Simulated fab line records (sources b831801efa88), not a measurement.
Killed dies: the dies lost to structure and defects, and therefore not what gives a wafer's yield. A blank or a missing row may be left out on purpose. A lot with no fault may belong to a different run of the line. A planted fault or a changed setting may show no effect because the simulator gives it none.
A lot that was struck, set against a sound lot :: flow sky130 :: 17 out of 708 route steps
Sound: wafers L795.1, L795.4, L795.5. Struck: wafers L801.1, L801.2, L801.3. Last of all comes the cause.
Order at every step that has rows: each side's tool, ch and its chambers, its first start. Under that, the readings that differ: sound wafers :: struck wafers :: difference of the means :: sigmas: that difference in standard deviations of wafers without a fault.
alike: readings whose means differ by less than 2 such deviations, and words and numbers that are the same on both sides. not compared: withheld readings, readings that some wafer has no value for, bounds like >300 that may hide the same value, and numbers for which the record gives no deviation and whose values overlap.
A row with sigmas, a row that says differs or no value, or rows on one side alone: a step with any of these is where the two part. Numbers that don't overlap but have no deviation are shown without sigmas and don't part them. Lack of a reading on every wafer of one side parts them only where that side has two or more wafers.

SKY_LOCAL_INTERCONNECT_RS_MEAS_01: measurement is done with a four-point probe.
  struck on filmMetro-01, day 31 07:30; sound on filmMetro-03, day 29 12:07
  alike: LOCAL_INTERCONNECT_TIN_RS
SKY_LOCAL_INTERCONNECT_THK_MEAS_02: measures by xrf.
  struck on filmMetro-01, day 31 07:37; sound on filmMetro-03, day 29 12:14
  alike: LOCAL_INTERCONNECT_TIN_THK
then, 8 steps without rows for these wafers: SKY_LOCAL_INTERCONNECT_DEHYDRATE_03 (time 60 s); SKY_LOCAL_INTERCONNECT_HMDS_04 (prime time 60 s); SKY_LOCAL_INTERCONNECT_COAT_05 (resist thk 60 nm); SKY_LOCAL_INTERCONNECT_COAT_06 (resist thk 450 nm); SKY_LOCAL_INTERCONNECT_SOFTBAKE_07 (time 90 s); SKY_LOCAL_INTERCONNECT_EXPOSE_08 (exposes mask LI1M, target cd 170 nm); SKY_LOCAL_INTERCONNECT_PEB_09; SKY_LOCAL_INTERCONNECT_DEVELOP_10 (develop time 60 s).
SKY_LOCAL_INTERCONNECT_CD_MEAS_11 targets a cd of 170 nm.
  struck on cdSem-01, day 32 11:10; sound on cdSem-01, day 30 16:30
  alike: cdNm
SKY_LOCAL_INTERCONNECT_OVL_MEAS_12:
  struck on overlay-02, day 32 11:17; sound on overlay-01, day 30 16:37
reading: LOCAL_INTERCONNECT_OVL (nm)
sound: 14 5 3
struck: -8 -5 -1
difference: -12
sigmas: -2
SKY_LOCAL_INTERCONNECT_ETCH_13: etches BARC in N2/H2, stops on SiO2, time 45.9 s, target depth 60 nm.
  sound on rieMetal-01 ch 0,1, day 30 16:39; struck on rieMetal-01 ch 0,1, day 32 11:19
  no value came back on the struck wafers for any of 6 readings (biasW (W), chamberPressureMTorr (mTorr) and others); on the sound wafers biasW (W) reads 99.98 100.30 100.37
reading: model.KrF-thick_of_LOCAL_INTERCONNECT_COAT_06.thkNm (nm)
sound: 392 389.8 391.2
struck: 435.5 435.5 434.5
difference: +44.2
sigmas: 
  not compared: rfHoursCounterH
SKY_LOCAL_INTERCONNECT_METAL_ETCH_14: etches TiN in Cl2/BCl3, stops on PSG, target depth 110 nm, time 31.4 s.
  sound on rieMetal-01 ch 0,1, day 30 16:43; struck on rieMetal-01 ch 0,1, day 32 11:23
reading: oesProductAu (a.u.)
sound: 0.945 0.949 0.937
struck: 0.373 0.378 0.371
difference: -0.570
sigmas: -66

reading: throttleValvePct (%)
sound: 21.891 21.896 21.897
struck: 22.271 22.273 22.260
difference: +0.373
sigmas: +42

reading: model.KrF-thick_of_LOCAL_INTERCONNECT_COAT_06.thkNm (nm)
sound: 347.5 345.5 346.9
struck: 391.7 391.6 390.9
difference: +44.8
sigmas: 
  alike: bcl3FlowSccm, biasW, chamberPressureMTorr, drypumpMotorCurrentA
  not compared: rfHoursCounterH
SKY_LOCAL_INTERCONNECT_STRIP_15: strips in O2/N2.
  sound on plasmaAsher-01 ch 0,1, day 30 16:46; struck on plasmaAsher-02 ch 0,1, day 32 11:26
reading: oesProductAu (a.u.)
sound: 0.437 0.427 0.424
struck: 0.440 0.450 0.445
difference: +0.016
sigmas: +3

reading: stripTimeToEndpointS (s)
sound: 4.707 4.679 4.715
struck: 5.167 5.156 5.162
difference: +0.461
sigmas: +29
  alike: chamberPressureMTorr, drypumpMotorCurrentA
  not compared: rfHoursCounterH
then, 1 step without rows for these wafers: SKY_LOCAL_INTERCONNECT_STRIP_16 (strips in post etch residue remover, time 1200 s).
-- a jump in the record: the struck wafers' starts before and after are 15 days apart (it breaks off in module LOCAL_INTERCONNECT and resumes in module PAD_OPEN, where the first step shown is number 708 of the route) --
SKY_PAD_OPEN_PROBE_99:
  struck on prober-02, day 47 09:20; sound on prober-02, day 46 01:18
reading: killed_at_M0_to_M3
sound: 52 43 40
struck: 209 216 202
difference: +164
sigmas: +24

reading: killed_at_M4_up
sound: 4 3 2
struck: 62 56 75
difference: +61
sigmas: +31

reading: killedAtContacts
sound: 24 22 24
struck: 146 148 145
difference: +123
sigmas: +24

reading: killedAtOther
sound: 0 1 1
struck: 63 65 56
difference: +61
sigmas: +99 or more

reading: killedDies
sound: 100 87 78
struck: 492 492 492
difference: +404
sigmas: +41

reading: killedOnRim
sound: 21 20 16
struck: 96 96 96
difference: +77
sigmas: +20
  alike: killedAtFrontEnd, killedOpen, killedShort

== WHERE THEY PART ==
First at SKY_LOCAL_INTERCONNECT_OVL_MEAS_12; last, within this record, at SKY_PAD_OPEN_PROBE_99.

WHY: whatever the simulator had introduced
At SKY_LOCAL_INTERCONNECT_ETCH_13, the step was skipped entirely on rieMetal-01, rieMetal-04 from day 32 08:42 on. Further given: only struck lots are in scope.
